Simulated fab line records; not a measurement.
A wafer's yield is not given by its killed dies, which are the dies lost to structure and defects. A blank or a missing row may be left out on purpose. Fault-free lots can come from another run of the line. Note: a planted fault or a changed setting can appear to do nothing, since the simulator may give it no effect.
Which of the tools did it?	flow gf180mcu	10 lots with 30 wafers sampled at 4 steps, on a route of 602 steps

== WHAT THE GAUGES READ, wafer by wafer ==
GF_V2_RS_MEAS_24: the measuring method here is four-point-probe.
lot	measured	on	V2_W_RS (ohm/sq)
L452	day 21 12:40	film metro-03	0.328 0.329 0.331
L455	day 22 11:32	film metro-04	0.328 0.330 0.329
L458	day 23 15:24	film metro-01	0.328 0.332 0.326
L460	day 24 07:02	film metro-04	0.329 0.329 0.331
L461	day 24 17:03	film metro-04	0.250 0.249 0.328
L462	day 25 01:05	film metro-04	0.322 0.251 0.249
L463	day 25 08:16	film metro-01	0.331 0.251 0.330
L464	day 25 14:39	film metro-04	0.332 0.328 0.324
L471	day 27 21:23	film metro-03	0.336 0.321 0.331
L472	day 27 23:26	film metro-01	0.325 0.335 0.327

== WHICH TOOL RAN EACH LOT (tool, then ch and the chambers of the sampled wafers, then the start) ==
lot	GF_M2_SPUTTER_03	GF_M2_STRIP_17	GF_V2_CVD_23
L452	pvd sputter-03, day 19 09:59	plasma asher-03 ch 0,1, day 20 10:14	cvd w-02 ch 0,1, day 21 12:32
L455	pvd sputter-02, day 20 09:39	plasma asher-02 ch 0, day 21 09:50	cvd w-02 ch 0, day 22 11:26
L458	pvd sputter-02, day 21 15:14	plasma asher-03 ch 0,1, day 22 14:56	cvd w-02 ch 0, day 23 15:10
L460	pvd sputter-02, day 22 06:35	plasma asher-04 ch 0,1, day 23 06:04	cvd w-02 ch 0,1, day 24 06:55
L461	pvd sputter-02, day 22 17:38	plasma asher-03 ch 0,1, day 23 16:34	cvd w-02 ch 0,1, day 24 16:55
L462	pvd sputter-03, day 23 01:49	plasma asher-03 ch 0,1, day 24 00:50	cvd w-02 ch 0,1, day 25 00:58
L463	pvd sputter-03, day 23 10:08	plasma asher-03 ch 0,1, day 24 07:56	cvd w-02 ch 0,1, day 25 08:10
L464	pvd sputter-02, day 23 16:16	plasma asher-02 ch 0,1, day 24 15:05	cvd w-01 ch 0,1, day 25 14:32
L471	pvd sputter-04, day 26 01:11	plasma asher-03 ch 0,1, day 26 22:41	cvd w-02 ch 0,1, day 27 21:16
L472	pvd sputter-04, day 26 04:07	plasma asher-03 ch 0,1, day 27 01:30	cvd w-02 ch 0,1, day 27 23:19
- GF_M2_SPUTTER_03: material Ti, target thk 10 nm, time 6.7 s.
- GF_M2_STRIP_17: strips in O2/N2.
- GF_V2_CVD_23: deposits W, target thk 350 nm, time 104.94 s.

== THE ANSWER, worked out from the rows above alone ==
Rule: usual is defined by the lots themselves. The widest of any qualifying gaps counts: lots, ordered by their means at a reading, are off when they make up no more than a third of the lots, leave a main group of 4 or more, and stand apart from it by 3 or more times the standard deviation of that group's means. The tables above print the reading to a certain number of digits; a main group whose means all agree to those digits is not used. Also off: a lot with no number at a reading for which 4 or more lots have one. All remaining lots with rows at the step are treated as sound.
Off: at GF_V2_RS_MEAS_24 (V2_W_RS), L461, L462, L463. For the main group the mean is 0.329 ohm/sq and the standard deviation 0.0005.
If a tool, at a process step before that reading, ran all the lots that are off and no sound lot after the first of them, it fits. Those tools and the gauges at GF_V2_RS_MEAS_24 are tried in the same way. No candidate that was tried fits.

== WHAT THE SIMULATOR HAD INSERTED ==
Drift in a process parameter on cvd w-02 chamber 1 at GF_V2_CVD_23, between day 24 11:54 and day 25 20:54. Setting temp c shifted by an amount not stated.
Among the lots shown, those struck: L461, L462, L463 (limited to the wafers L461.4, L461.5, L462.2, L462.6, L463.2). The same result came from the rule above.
